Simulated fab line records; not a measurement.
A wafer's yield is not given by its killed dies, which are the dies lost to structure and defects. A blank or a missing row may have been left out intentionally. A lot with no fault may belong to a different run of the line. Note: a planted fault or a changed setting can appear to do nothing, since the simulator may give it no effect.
A single fault, viewed from 2 desks / flow gf180mcu / each desk has only its own numbers; what lay behind them comes last

TOOL OWNER'S DESK, cmp-02
The tool's own readings at GF_V4_CMP_04 (polishes SiO2): means of the sampled wafers that have a number, for each lot that ran on this tool. If a lot's mean is further than 4 standard deviations from the usual mean, the lot is out of limits and carries the mark OUT (the distance appears in the brackets).
Columns: A = motor_current_A at GF_V4_CMP_04, usual 11.4 A; B = slurry_filter_dp_kPa at GF_V4_CMP_04, usual 13.49 kPa; C = time_to_endpoint_s at GF_V4_CMP_04, usual 81 s
lot=L148; first seen here=day 23 13:14; A=11.2; B=13.46; C=79
lot=L150; first seen here=day 24 12:16; A=11.2; B=13.59; C=87
lot=L153; first seen here=day 25 16:33; A=11.1; B=13.60; C=76
lot=L156; first seen here=day 26 14:17; A=11.6; B=13.42; C=82
lot=L158; first seen here=day 27 11:29; A=11.6; B=13.56; C=66
lot=L159; first seen here=day 27 13:48; A=11.2; B=13.63; C=68
lot=L170; first seen here=day 30 14:55; A=11.0; B=13.65; C=82
lot=L171; first seen here=day 30 17:02; A=11.1; B=13.43; C=76
Finding of this desk: none of the 8 lots has anything out of limits.

AT THE METROLOGY DESK
Lot by lot, what the gauges showed, no matter which tool ran the lot: averages of those sampled wafers that carry a number. If a lot's mean is further than 4 standard deviations from the usual mean, the lot is out of limits and carries the mark OUT (the distance appears in the brackets).
Columns: A = V2_W_THK at GF_V2_THK_MEAS_25, usual 346 nm
lot=L148; first seen here=day 20 09:16; A=347
lot=L149; first seen here=day 20 22:12; A=347
lot=L150; first seen here=day 21 10:44; A=344
lot=L151; first seen here=day 21 21:15; A=360
lot=L152; first seen here=day 22 03:40; A=341
lot=L153; first seen here=day 22 17:06; A=350
lot=L154; first seen here=day 23 13:48; A=345
lot=L156; first seen here=day 23 16:13; A=355
lot=L158; first seen here=day 24 16:05; A=344
lot=L159; first seen here=day 24 18:30; A=348
lot=L170; first seen here=day 28 00:24; A=355
lot=L171; first seen here=day 28 03:38; A=342
Finding of this desk: none of the 12 lots has anything out of limits.

BROUGHT TOGETHER
The desk of the tool owner found nothing out of limits.
The metrology desk saw nothing out of limits.

WHAT THE SIMULATOR HAD PUT IN
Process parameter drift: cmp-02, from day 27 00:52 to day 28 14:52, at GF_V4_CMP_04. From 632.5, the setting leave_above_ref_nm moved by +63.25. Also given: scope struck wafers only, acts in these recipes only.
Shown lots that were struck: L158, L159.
